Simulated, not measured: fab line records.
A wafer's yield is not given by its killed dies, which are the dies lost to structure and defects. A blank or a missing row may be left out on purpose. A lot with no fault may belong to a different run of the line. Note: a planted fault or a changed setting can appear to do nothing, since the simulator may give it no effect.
Which tool was responsible? || flow sky130 || 21 wafers from 7 lots sampled at 2 of the route's 708 steps

## WHAT THE GAUGES READ, wafer by wafer
SKY_VT_ADJUST_HVTR_TW_MEAS_11.
{"lot": "L405", "measured": "day 10 01:27", "on": "filmMetro-04", "VT_ADJUST_HVTR_TW": "211.6 210.9 212.1"}
{"lot": "L407", "measured": "day 10 11:24", "on": "filmMetro-03", "VT_ADJUST_HVTR_TW": "209.4 209.3 209.4"}
{"lot": "L409", "measured": "day 11 01:52", "on": "filmMetro-01", "VT_ADJUST_HVTR_TW": "209.6 209.1 210.2"}
{"lot": "L413", "measured": "day 12 04:29", "on": "filmMetro-04", "VT_ADJUST_HVTR_TW": "165.5 165.3 165.1 164.7 165.4 166.6"}
{"lot": "L419", "measured": "day 14 02:15", "on": "filmMetro-04", "VT_ADJUST_HVTR_TW": "208.9 209.4 208.8"}
{"lot": "L424", "measured": "day 15 12:13", "on": "filmMetro-03", "VT_ADJUST_HVTR_TW": "209.7 210.3 208.5"}
{"lot": "L426", "measured": "day 16 06:05", "on": "filmMetro-04", "VT_ADJUST_HVTR_TW": "209.2 208.6 209.6"}

## EACH LOT AND THE TOOL THAT RAN IT (in order: tool; ch and the chambers of the sampled wafers; start)
{"lot": "L405", "SKY_VT_ADJUST_HVTR_IMPLANT_09": "implanter-03 ch 0, day 10 01:14"}
{"lot": "L407", "SKY_VT_ADJUST_HVTR_IMPLANT_09": "implanter-02 ch 0, day 10 11:09"}
{"lot": "L409", "SKY_VT_ADJUST_HVTR_IMPLANT_09": "implanter-02 ch 0, day 11 01:39"}
{"lot": "L413", "SKY_VT_ADJUST_HVTR_IMPLANT_09": "implanter-02 ch 0, day 12 04:14"}
{"lot": "L419", "SKY_VT_ADJUST_HVTR_IMPLANT_09": "implanter-04 ch 0, day 14 02:02"}
{"lot": "L424", "SKY_VT_ADJUST_HVTR_IMPLANT_09": "implanter-04 ch 0, day 15 11:58"}
{"lot": "L426", "SKY_VT_ADJUST_HVTR_IMPLANT_09": "implanter-02 ch 0, day 16 05:52"}
- SKY_VT_ADJUST_HVTR_IMPLANT_09

## THE ANSWER, worked out from the rows above alone
Rule: the usual values come from the lots themselves. The widest of any qualifying gaps counts: lots, ordered by their means at a reading, are off when they make up no more than a third of the lots, leave a main group of 4 or more, and stand apart from it by 3 or more times the standard deviation of that group's means. A main group is skipped when, at the precision printed for the reading in the tables above, its means are all equal. Also off: a lot with no number at a reading for which 4 or more lots have one. All remaining lots with rows at the step are treated as sound.
Off: L413, at SKY_VT_ADJUST_HVTR_TW_MEAS_11 (VT_ADJUST_HVTR_TW). Main group: mean 209.7, sd 0.84.
If a tool, at a process step before that reading, ran all the lots that are off and no sound lot after the first of them, it fits. Gauges at SKY_VT_ADJUST_HVTR_TW_MEAS_11: tried the same way as those tools. None of those tried fits.

## WHAT THE SIMULATOR HAD INSERTED
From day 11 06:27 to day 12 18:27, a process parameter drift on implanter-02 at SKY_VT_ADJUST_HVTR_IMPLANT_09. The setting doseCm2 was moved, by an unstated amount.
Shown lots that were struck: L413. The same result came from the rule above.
